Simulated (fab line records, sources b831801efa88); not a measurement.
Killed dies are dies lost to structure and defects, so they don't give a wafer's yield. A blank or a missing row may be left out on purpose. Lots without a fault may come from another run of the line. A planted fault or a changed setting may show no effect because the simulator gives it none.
A struck lot beside a sound one | flow sky130 | 36 steps out of a route of 708
Sound: wafers L890.2, L890.3, L890.5. Struck: wafers L881.1, L881.2, L881.5. The cause comes at the end.
At each step with rows: each side's tool, then ch and its chambers, then its first start. Under that, the readings that differ: sound wafers | struck wafers | difference of the means | sigmas: that difference in standard deviations of wafers without a fault.
alike: readings whose means differ by less than 2 such deviations, and words and numbers that are the same on both sides. not compared: withheld readings, readings that some wafer has no value for, bounds like >300 that may hide the same value, and numbers for which the record gives no deviation and whose values overlap.
The two part at a step that has a row with sigmas, a row that says differs or no value, or rows on one side only. Numbers that don't overlap but have no deviation are shown without sigmas and don't part them. A reading that every wafer of one side lacks parts them only if that side has two wafers or more.

first, 8 steps without rows for these wafers: SKY_SONOS_ONO_CVD_04 (deposits SiO2 from SiH4/N2O, target thk 5.7199 nm); SKY_SONOS_ONO_DEHYDRATE_06 (time 60 s); SKY_SONOS_ONO_HMDS_07 (prime time 60 s); SKY_SONOS_ONO_COAT_08 (resist thk 1140 nm); SKY_SONOS_ONO_SOFTBAKE_09 (time 60 s); SKY_SONOS_ONO_EXPOSE_10 (exposes mask ONOM, target cd 410 nm); SKY_SONOS_ONO_PEB_11; SKY_SONOS_ONO_DEVELOP_12 (develop time 60 s).
SKY_SONOS_ONO_ETCH_15: etches the open film in CHF3/O2, target depth 19.52 nm, time 7.8 s.
  sound on rie_diel-03 ch 1,2, day 19 01:22; struck on rie_diel-03 ch 1,2, day 15 18:34
  no value came back on the struck wafers for any of 5 readings (O2_flow_sccm (sccm), bias_w (W) and others); on the sound wafers O2_flow_sccm (sccm) reads 4.985 5.019 4.986
  reading                                        | sound             | struck           | difference | sigmas
  model.NOVOLAK_of_SONOS_ONO_COAT_08.thk_nm (nm) | 1126 1124 1129    | 1143 1144 1143   | +17        |
  model.SiO2_of_NWELL_OXIDATION_01.thk_nm (nm)   | 5.387 5.337 5.377 | 8.799 8.72 8.604 | +3.341     |
  not compared: rf_hours_counter_h, model.SiO2_of_FIELD_ISO_CVD_24.thk_nm
then, 1 step without rows for these wafers: SKY_SONOS_ONO_WET_ETCH_16 (etches SiO2 in dHF, target depth 14 nm, time 280 s).
SKY_SONOS_ONO_STRIP_17: strips in O2/N2.
  sound on plasma_asher-01 ch 0,1, day 19 01:28; struck on plasma_asher-01 ch 0,1, day 15 18:41
  reading                      | sound             | struck            | difference | sigmas
  strip_time_to_endpoint_s (s) | 14.12 14.09 14.16 | 14.22 14.22 14.20 | +0.09      | +2
  alike: drypump_motor_current_A, n2_flow_sccm, oes_product_au
  not compared: rf_hours_counter_h
then, 23 steps without rows for these wafers: SKY_SONOS_ONO_WET_ETCH_18 (etches Si3N4 in H3PO4, target depth 15 nm, time 172 s); SKY_GATE_OXIDE_CLEAN_00 (cleans in SC1/SC2, time 150 s); SKY_GATE_OXIDE_OXIDATION_01 (stabilise 600 s, purge 300 s, target thk 10.268 nm); SKY_GATE_OXIDE_DEHYDRATE_03 (time 60 s); SKY_GATE_OXIDE_HMDS_04 (prime time 60 s); SKY_GATE_OXIDE_COAT_05 (resist thk 1140 nm); SKY_GATE_OXIDE_SOFTBAKE_06 (time 60 s); SKY_GATE_OXIDE_EXPOSE_07 (exposes mask LVOM, target cd 600 nm); SKY_GATE_OXIDE_PEB_08; SKY_GATE_OXIDE_DEVELOP_09 (develop time 60 s); SKY_GATE_OXIDE_IMPLANT_11; SKY_GATE_OXIDE_WET_ETCH_12 (etches SiO2 in dHF, target depth 16.8 nm, time 336 s); SKY_GATE_OXIDE_STRIP_13 (strips in O2/N2); SKY_GATE_OXIDE_CLEAN_15 (cleans in SC1/SC2, time 150 s); SKY_GATE_OXIDE_OXIDATION_16 (stabilise 600 s, purge 300 s, target thk 3.57 nm); SKY_POLY_GATE_CVD_00 (deposits poly-Si, target thk 180 nm, time 720 s); SKY_RES_PROTECT_DEHYDRATE_00 (time 60 s); SKY_RES_PROTECT_HMDS_01 (prime time 60 s); SKY_RES_PROTECT_COAT_02 (resist thk 1140 nm); SKY_RES_PROTECT_SOFTBAKE_03 (time 60 s); SKY_RES_PROTECT_EXPOSE_04 (exposes mask RPM, target cd 1270 nm); SKY_RES_PROTECT_PEB_05; SKY_RES_PROTECT_DEVELOP_06 (develop time 60 s).
-- the record jumps here: 16 days lie between the struck wafers' starts before and after (it left off in module RES_PROTECT and takes up again in module SALICIDE, whose first step shown is number 361 of the route) --
SKY_SALICIDE_CLEAN_00: cleans in HF-last, time 30 s.
  sound on wet_bench-03 ch 3, day 34 02:40; struck on wet_bench-03 ch 3, day 31 09:37
  not compared: model.SiO2_of_FIELD_ISO_CVD_24.thk_nm
-- the record jumps here: 17 days lie between the struck wafers' starts before and after (it left off in module SALICIDE and takes up again in module PAD_OPEN, whose first step shown is number 708 of the route) --
SKY_PAD_OPEN_PROBE_99:
  sound on prober-01, day 50 04:47; struck on prober-02, day 48 08:31
  reading                                | sound                        | struck                        | difference | sigmas
  killed_at_other                        | 1 1 1                        | 0 0 0                         | -1         | -2
  killed_dies                            | 96 93 110                    | 77 70 92                      | -20        | -2
  killed_open                            | 58 56 56                     | 37 33 53                      | -16        | -2
  model.etest.nfet_16v.r_on_ohm_um       | 1.417e+04 1.403e+04 1.42e+04 | 1.786e+04 1.813e+04 1.776e+04 | +3.783e+03 |
  model.etest.pfet_16v.r_on_ohm_um       | 1.51e+04 1.531e+04 1.504e+04 | 1.617e+04 1.655e+04 1.6e+04   | +1.090e+03 |
  model.etest.pfet_g5v0d10v5.r_on_ohm_um | 4722 4664 4735               | 5452 5408 5412                | +717       |
  model.etest.nfet_g5v0d10v5.r_on_ohm_um | 1880 1880 1918               | 2476 2443 2444                | +562       |
  model.etest.nfet_g5v0d10v5.drive_ua_um | 600.1 611.8 601              | 397.1 399 398.2               | -206.2     |
  model.etest.tip_sonos.rs_ohm_sq        | 2655 2595 2612               | 2754 2765 2789                | +149       |
  model.etest.nfet_05v0_nvt.drive_ua_um  | 569.9 576.5 571.3            | 419.4 425.2 423.6             | -149.8     |
  model.etest.nfet_16v.drive_ua_um       | 218.2 221.9 218.6            | 130.4 130.6 133               | -88.2      |
  alike: killed_at_M0_to_M3, killed_at_M4_up, killed_at_contacts, killed_at_front_end, killed_short

WHERE THEY PART
First at SKY_SONOS_ONO_ETCH_15; last, within this record, at SKY_PAD_OPEN_PROBE_99.

WHY: what the simulator had put in
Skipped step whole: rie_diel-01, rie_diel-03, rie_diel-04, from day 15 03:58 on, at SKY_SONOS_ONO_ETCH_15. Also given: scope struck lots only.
